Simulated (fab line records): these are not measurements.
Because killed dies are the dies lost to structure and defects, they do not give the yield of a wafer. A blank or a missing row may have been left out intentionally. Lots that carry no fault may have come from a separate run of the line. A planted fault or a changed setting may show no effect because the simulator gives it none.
Which tool did it? + flow gf180mcu + 24 lots with 72 wafers sampled at 6 steps, on a route of 602 steps

WHAT THE GAUGES SHOWED, per wafer
GF_SAB_THK_MEAS_01.
| lot  | measured     | on            | SAB_CVD_00_THK (nm) |
|------|--------------|---------------|---------------------|
| L074 | day 14 09:40 | film_metro-01 | 50.0 50.5 50.6      |
| L075 | day 14 19:46 | film_metro-03 | 49.4 49.3 50.0      |
| L076 | day 15 08:15 | film_metro-02 | 49.3 49.9 49.6      |
| L077 | day 15 10:56 | film_metro-03 | 48.6 49.6 48.2      |
| L078 | day 15 19:10 | film_metro-03 | 49.6 50.4 50.3      |
| L079 | day 15 21:53 | film_metro-02 | 50.6 50.8 51.2      |
| L080 | day 16 10:04 | film_metro-03 | 49.8 50.7 50.9      |
| L081 | day 17 00:13 | film_metro-02 | 50.7 51.6 51.1      |
| L082 | day 17 03:07 | film_metro-03 | 49.5 48.5 49.8      |
| L083 | day 17 07:43 | film_metro-01 | 51.3 50.4 51.4      |
| L084 | day 17 17:43 | film_metro-03 | 49.0 50.3 50.4      |
| L085 | day 17 22:55 | film_metro-03 | 50.4 50.2 50.0      |
| L086 | day 18 14:56 | film_metro-02 | 50.2 49.1 51.2      |
| L087 | day 18 19:28 | film_metro-02 | 50.3 50.4 51.5      |
| L088 | day 19 04:34 | film_metro-02 | 48.7 50.0 50.1      |
| L089 | day 19 13:19 | film_metro-03 | 49.6 49.6 51.0      |
| L090 | day 19 18:07 | film_metro-01 | 49.5 50.7 51.1      |
| L091 | day 20 05:23 | film_metro-03 | 49.9 50.2 50.3      |
| L092 | day 20 19:40 | film_metro-03 | 49.8 51.2 49.6      |
| L093 | day 20 22:10 | film_metro-02 | 50.4 49.0 52.1      |
| L094 | day 21 04:22 | film_metro-03 | 49.5 49.8 49.0      |
| L095 | day 21 15:35 | film_metro-01 | 48.2 49.7 49.9      |
| L096 | day 22 01:10 | film_metro-03 | 50.8 50.4 51.9      |
| L097 | day 22 07:44 | film_metro-01 | 50.6 49.7 51.2      |

GF_V3_OVL_MEAS_15.
| lot  | measured     | on         | V3_OVL (nm) |
|------|--------------|------------|-------------|
| L074 | day 22 15:31 | overlay-01 | -11 -11 -10 |
| L075 | day 23 00:43 | overlay-02 | -6 -1 -5    |
| L076 | day 23 13:46 | overlay-01 | 9 -6 -1     |
| L077 | day 23 17:01 | overlay-01 | -1 -4 -6    |
| L078 | day 24 00:37 | overlay-01 | 0 -7 -5     |
| L079 | day 24 02:38 | overlay-01 | -7 0 -1     |
| L080 | day 24 16:55 | overlay-02 | 3 5 -5      |
| L081 | day 25 06:58 | overlay-01 | -2 -6 -1    |
| L082 | day 25 07:55 | overlay-02 | -3 -2 -11   |
| L083 | day 25 10:46 | overlay-02 | -7 -2 -7    |
| L084 | day 25 21:34 | overlay-01 | 3 1 0       |
| L085 | day 26 02:22 | overlay-01 | 4 5 8       |
| L086 | day 26 15:55 | overlay-02 | 1 -2 -1     |
| L087 | day 26 20:10 | overlay-01 | 0 -5 -4     |
| L088 | day 27 05:19 | overlay-02 | -14 -9 -4   |
| L089 | day 27 11:04 | overlay-01 | -1 1 3      |
| L090 | day 27 14:43 | overlay-02 | -10 -14 -11 |
| L091 | day 28 00:46 | overlay-02 | 8 7 1       |
| L092 | day 28 13:16 | overlay-02 | -7 -4 -2    |
| L093 | day 28 13:37 | overlay-01 | -1 -3 7     |
| L094 | day 28 18:54 | overlay-02 | -4 1 -13    |
| L095 | day 29 05:24 | overlay-02 | -10 -8 -11  |
| L096 | day 29 14:22 | overlay-01 | -11 -2 -9   |
| L097 | day 29 17:35 | overlay-01 | -2 -3 -1    |

GF_V4_THK_MEAS_25: measures by xrf.
| lot  | measured     | on            | V4_W_THK (nm) |
|------|--------------|---------------|---------------|
| L074 | day 24 16:36 | film_metro-03 | 336 334 341   |
| L075 | day 25 00:49 | film_metro-04 | 334 330 331   |
| L076 | day 25 12:57 | film_metro-03 | 327 325 328   |
| L077 | day 25 16:50 | film_metro-01 | 340 340 342   |
| L078 | day 25 23:41 | film_metro-01 | 343 332 338   |
| L079 | day 26 01:23 | film_metro-04 | 328 331 334   |
| L080 | day 26 15:20 | film_metro-04 | 328 327 327   |
| L081 | day 27 05:28 | film_metro-04 | 336 337 333   |
| L082 | day 27 07:08 | film_metro-01 | 344 336 337   |
| L083 | day 27 08:11 | film_metro-01 | 344 338 336   |
| L084 | day 27 18:50 | film_metro-01 | 340 347 343   |
| L085 | day 28 00:15 | film_metro-04 | 329 329 329   |
| L086 | day 28 12:45 | film_metro-04 | 333 330 334   |
| L087 | day 28 16:31 | film_metro-04 | 330 335 331   |
| L088 | day 29 01:01 | film_metro-03 | 332 336 325   |
| L089 | day 29 07:01 | film_metro-03 | 330 327 329   |
| L090 | day 29 09:46 | film_metro-01 | 336 334 336   |
| L091 | day 29 20:07 | film_metro-01 | 332 335 330   |
| L092 | day 30 07:24 | film_metro-04 | 329 328 331   |
| L093 | day 30 08:34 | film_metro-04 | 329 329 332   |
| L094 | day 30 13:18 | film_metro-01 | 335 335 336   |
| L095 | day 30 22:39 | film_metro-01 | 334 334 340   |
| L096 | day 31 07:23 | film_metro-01 | 340 333 334   |
| L097 | day 31 10:01 | film_metro-01 | 338 335 339   |

WHAT TOOL EACH LOT RAN ON (gives the tool, then ch and the chambers of the sampled wafers, and finally the start)
| lot  | GF_CONTACT_PEB_12                            | GF_M1_METAL_ETCH_16               | GF_M3_SPUTTER_00             |
|------|----------------------------------------------|-----------------------------------|------------------------------|
| L074 | litho_track-02 ch 0, day 17 07:25 or earlier | rie_metal-03 ch 0,1, day 17 07:25 | pvd_sputter-04, day 20 13:58 |
| L075 | litho_track-04 ch 0, day 17 17:29 or earlier | rie_metal-02 ch 0,1, day 17 17:29 | pvd_sputter-03, day 21 00:16 |
| L076 | litho_track-02 ch 0, day 18 07:13 or earlier | rie_metal-01 ch 0, day 18 07:13   | pvd_sputter-04, day 21 13:13 |
| L077 | litho_track-04 ch 0, day 18 11:10 or earlier | rie_metal-02 ch 0,1, day 18 11:10 | pvd_sputter-01, day 21 17:34 |
| L078 | litho_track-03 ch 0, day 18 19:41 or earlier | rie_metal-01 ch 0,1, day 18 19:41 | pvd_sputter-01, day 22 01:31 |
| L079 | litho_track-04 ch 0, day 18 22:03 or earlier | rie_metal-03 ch 0,1, day 18 22:03 | pvd_sputter-01, day 22 03:34 |
| L080 | litho_track-04 ch 0, day 19 12:17 or earlier | rie_metal-01 ch 0,1, day 19 12:17 | pvd_sputter-04, day 22 17:58 |
| L081 | litho_track-02 ch 0, day 20 03:41 or earlier | rie_metal-01 ch 0,1, day 20 03:41 | pvd_sputter-04, day 23 09:01 |
| L082 | litho_track-02 ch 0, day 20 06:55 or earlier | rie_metal-03 ch 0,1, day 20 06:55 | pvd_sputter-01, day 23 10:46 |
| L083 | litho_track-02 ch 0, day 20 09:38 or earlier | rie_metal-01 ch 1, day 20 09:38   | pvd_sputter-01, day 23 13:13 |
| L084 | litho_track-03 ch 0, day 20 21:43 or earlier | rie_metal-02 ch 0,1, day 20 21:43 | pvd_sputter-03, day 24 00:07 |
| L085 | litho_track-04 ch 0, day 21 02:38 or earlier | rie_metal-03 ch 0,1, day 21 02:38 | pvd_sputter-04, day 24 04:43 |
| L086 | litho_track-04 ch 0, day 21 17:32 or earlier | rie_metal-03 ch 0,1, day 21 17:32 | pvd_sputter-01, day 24 19:16 |
| L087 | litho_track-02 ch 0, day 21 23:31 or earlier | rie_metal-01 ch 0,1, day 21 23:31 | pvd_sputter-01, day 25 00:29 |
| L088 | litho_track-03 ch 0, day 22 07:22 or earlier | rie_metal-03 ch 0, day 22 07:22   | pvd_sputter-04, day 25 09:08 |
| L089 | litho_track-03 ch 0, day 22 15:56 or earlier | rie_metal-01 ch 0,1, day 22 15:56 | pvd_sputter-01, day 25 15:37 |
| L090 | litho_track-02 ch 0, day 22 19:39 or earlier | rie_metal-01 ch 0,1, day 22 19:39 | pvd_sputter-04, day 25 19:19 |
| L091 | litho_track-02 ch 0, day 23 07:24 or earlier | rie_metal-01 ch 0, day 23 07:24   | pvd_sputter-01, day 26 06:07 |
| L092 | litho_track-04 ch 0, day 23 20:53 or earlier | rie_metal-03 ch 1, day 23 20:53   | pvd_sputter-04, day 26 19:34 |
| L093 | litho_track-02 ch 0, day 23 21:49 or earlier | rie_metal-02 ch 0,1, day 23 21:49 | pvd_sputter-01, day 26 20:25 |
| L094 | litho_track-03 ch 0, day 24 04:08 or earlier | rie_metal-01 ch 0,1, day 24 04:08 | pvd_sputter-03, day 27 01:46 |
| L095 | litho_track-03 ch 0, day 24 14:37 or earlier | rie_metal-03 ch 0,1, day 24 14:37 | pvd_sputter-04, day 27 12:24 |
| L096 | litho_track-04 ch 0, day 25 00:57 or earlier | rie_metal-01 ch 1, day 25 00:57   | pvd_sputter-03, day 27 21:29 |
| L097 | litho_track-02 ch 0, day 25 05:21 or earlier | rie_metal-02 ch 0,1, day 25 05:21 | pvd_sputter-03, day 28 01:31 |
- GF_CONTACT_PEB_12: peb time 93.16 s.
- GF_M1_METAL_ETCH_16: etches the open film in Cl2/BCl3, stops on SiO2, target depth 750.8 nm, time 125.1 s.
- GF_M3_SPUTTER_00: material Ti, target thk 37.5 nm, time 150 s.

AS READ BY THE TOOLS THEMSELVES (means over the sampled wafers that have a number; for cases with no such wafer, the mark the record gives instead)
GF_CONTACT_PEB_12.
| lot  | tool           | plate_sensor_t_centre_C (C) | plate_sensor_t_edge_C (C) |
|------|----------------|-----------------------------|---------------------------|
| L074 | litho_track-02 | 136.13                      | 136.28                    |
| L075 | litho_track-04 | 136.13                      | 136.29                    |
| L076 | litho_track-02 | 136.13                      | 136.30                    |
| L077 | litho_track-04 | 136.14                      | 136.29                    |
| L078 | litho_track-03 | 136.14                      | 136.28                    |
| L079 | litho_track-04 | 136.13                      | 136.29                    |
| L080 | litho_track-04 | 136.14                      | 136.29                    |
| L081 | litho_track-02 | 136.12                      | 136.30                    |
| L082 | litho_track-02 | 136.12                      | 136.30                    |
| L083 | litho_track-02 | 136.13                      | 136.30                    |
| L084 | litho_track-03 | 136.13                      | 136.31                    |
| L085 | litho_track-04 | 136.13                      | 136.29                    |
| L086 | litho_track-04 | 136.12                      | 136.29                    |
| L087 | litho_track-02 | 136.13                      | 136.29                    |
| L088 | litho_track-03 | 136.13                      | 136.29                    |
| L089 | litho_track-03 | 136.13                      | 136.29                    |
| L090 | litho_track-02 | 136.13                      | 136.30                    |
| L091 | litho_track-02 | 136.12                      | 136.29                    |
| L092 | litho_track-04 | 136.12                      | 136.29                    |
| L093 | litho_track-02 | 136.14                      | 136.29                    |
| L094 | litho_track-03 | 136.14                      | 136.30                    |
| L095 | litho_track-03 | 136.14                      | 136.29                    |
| L096 | litho_track-04 | 136.12                      | 136.29                    |
| L097 | litho_track-02 | 136.13                      | 136.27                    |

GF_M1_METAL_ETCH_16.
| lot  | tool         | drypump_motor_current_A (A) | oes_product_au (a.u.) | throttle_valve_pct (%) |
|------|--------------|-----------------------------|-----------------------|------------------------|
| L074 | rie_metal-03 | 5.9                         | 0.996                 | 28.228                 |
| L075 | rie_metal-02 | 6.0                         | 0.977                 | 28.234                 |
| L076 | rie_metal-01 | 5.8                         | 1.000                 | 28.221                 |
| L077 | rie_metal-02 | 6.2                         | 0.977                 | 28.243                 |
| L078 | rie_metal-01 | 5.6                         | 0.988                 | 28.230                 |
| L079 | rie_metal-03 | 5.9                         | 0.993                 | 28.233                 |
| L080 | rie_metal-01 | 5.7                         | 0.989                 | 28.227                 |
| L081 | rie_metal-01 | 5.6                         | 0.987                 | 28.229                 |
| L082 | rie_metal-03 | 5.9                         | 0.991                 | 28.224                 |
| L083 | rie_metal-01 | 5.5                         | 0.985                 | 28.231                 |
| L084 | rie_metal-02 | 5.9                         | 0.980                 | 28.243                 |
| L085 | rie_metal-03 | 5.9                         | 0.995                 | 28.221                 |
| L086 | rie_metal-03 | 5.9                         | 0.997                 | 28.219                 |
| L087 | rie_metal-01 | 5.7                         | 0.988                 | 28.234                 |
| L088 | rie_metal-03 | 6.4                         | 0.994                 | 28.222                 |
| L089 | rie_metal-01 | 5.7                         | 0.993                 | 28.227                 |
| L090 | rie_metal-01 | 5.6                         | 0.986                 | 28.235                 |
| L091 | rie_metal-01 | 5.8                         | 0.999                 | 28.223                 |
| L092 | rie_metal-03 | 4.9                         | 0.988                 | 28.221                 |
| L093 | rie_metal-02 | 6.0                         | 0.982                 | 28.243                 |
| L094 | rie_metal-01 | 5.7                         | 0.993                 | 28.226                 |
| L095 | rie_metal-03 | 5.4                         | 0.993                 | 28.228                 |
| L096 | rie_metal-01 | 5.5                         | 0.982                 | 28.240                 |
| L097 | rie_metal-02 | 6.0                         | 0.976                 | 28.240                 |

GF_M3_SPUTTER_00.
| lot  | tool           | substrate_temp_c (C) | throttle_valve_pct (%) |
|------|----------------|----------------------|------------------------|
| L074 | pvd_sputter-04 | 199.96               | 30.2                   |
| L075 | pvd_sputter-03 | 200.00               | 30.1                   |
| L076 | pvd_sputter-04 | 199.90               | 30.3                   |
| L077 | pvd_sputter-01 | 199.96               | 30.1                   |
| L078 | pvd_sputter-01 | 199.92               | 29.8                   |
| L079 | pvd_sputter-01 | 200.04               | 29.9                   |
| L080 | pvd_sputter-04 | 200.08               | 30.0                   |
| L081 | pvd_sputter-04 | 199.87               | 30.4                   |
| L082 | pvd_sputter-01 | 199.95               | 29.5                   |
| L083 | pvd_sputter-01 | 199.96               | 29.5                   |
| L084 | pvd_sputter-03 | 199.99               | 29.8                   |
| L085 | pvd_sputter-04 | 200.15               | 30.2                   |
| L086 | pvd_sputter-01 | 200.00               | 29.8                   |
| L087 | pvd_sputter-01 | 200.00               | 29.9                   |
| L088 | pvd_sputter-04 | 200.05               | 30.3                   |
| L089 | pvd_sputter-01 | 199.93               | 30.0                   |
| L090 | pvd_sputter-04 | 200.18               | 30.3                   |
| L091 | pvd_sputter-01 | 199.86               | 29.5                   |
| L092 | pvd_sputter-04 | 199.90               | 30.3                   |
| L093 | pvd_sputter-01 | 199.90               | 29.9                   |
| L094 | pvd_sputter-03 | 200.00               | 30.8                   |
| L095 | pvd_sputter-04 | 199.88               | 30.0                   |
| L096 | pvd_sputter-03 | 199.97               | 30.4                   |
| L097 | pvd_sputter-03 | 200.26               | 30.6                   |

THE ANSWER, worked out from the rows above alone
Rule: the lots themselves supply what counts as usual. The widest of any qualifying gaps counts: lots, ordered by their means at a reading, are off when they make up no more than a third of the lots, leave a main group of 4 or more, and stand apart from it by 3 or more times the standard deviation of that group's means. Not used: any main group whose means are identical at the precision the tables above print for the reading. A lot without any number at a reading at which 4 lots or more have one is off too. All remaining lots with rows at the step are treated as sound. First the gauges in route order, then the tools' own readings, where a lot's mean is used as printed above. At the first step where some lot is off, the reading lying furthest off is the one used; lots without a number count as furthest.
No lot is off on any of the readings shown, so nothing can be concluded from this.

WHAT WAS PUT IN BY THE SIMULATOR
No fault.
